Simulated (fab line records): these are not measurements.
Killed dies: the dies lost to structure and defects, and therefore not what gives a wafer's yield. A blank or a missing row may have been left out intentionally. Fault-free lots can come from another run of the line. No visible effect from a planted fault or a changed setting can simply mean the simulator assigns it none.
Matching of chambers ; flow sky130 ; rieDiel-04 running SKY_VIA1_ETCH_15: 4 sister chambers
The step etches SiO2 in C4F8/O2/Ar, stops on TiN, target depth 351 nm, time 54 s. 4 wafers are shown with their chamber, then 8 later ones without.

== WAFERS PAIRED WITH THEIR CHAMBERS ==
wafer;chamber;rfFwdPowerW (W)
L087.2;3;1481
L087.3;2;1486
L087.4;0;1482
L089.3;1;1497

== WAFERS MISSING THEIR CHAMBER ==
wafer;rfFwdPowerW (W)
L089.4;1488
L089.5;1485
L090.1;1484
L090.2;1492
L090.3;1488
L093.1;1487
L093.2;1472
L093.5;1484

== THE CHAMBER EACH PASSED THROUGH ==
wafer;from the rows above;in truth
L089.4;can't be placed: 2 or 0 or 3 or 1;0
L089.5;can't be placed: 2 or 0 or 3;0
L090.1;can't be placed: 0 or 2 or 3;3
L090.2;can't be placed: 1 or 2 or 0 or 3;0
L090.3;can't be placed: 2 or 0 or 3 or 1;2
L093.1;can't be placed: 2 or 0 or 3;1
L093.2;can't be placed: 3 or 0 or 2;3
L093.5;can't be placed: 0 or 2 or 3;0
Placed correctly: 0 of 8. These rows do not allow placing 8 (true chamber among the candidates in 7). Placed wrongly: 0.
How it was worked out, from the rows above alone: a wafer's distance from a chamber is the root of the sum, over the readings, of the square of ((its reading less the chamber's mean) divided by the reading's scatter). The wafer belongs to the nearest chamber; if the next one is less than 2 further off, it can't be placed. The mean given for a chamber averages the wafers shown for that chamber. The scatter: root of mean squared gap, hidden wafer to nearest shown wafer, with one shown wafer a chamber.
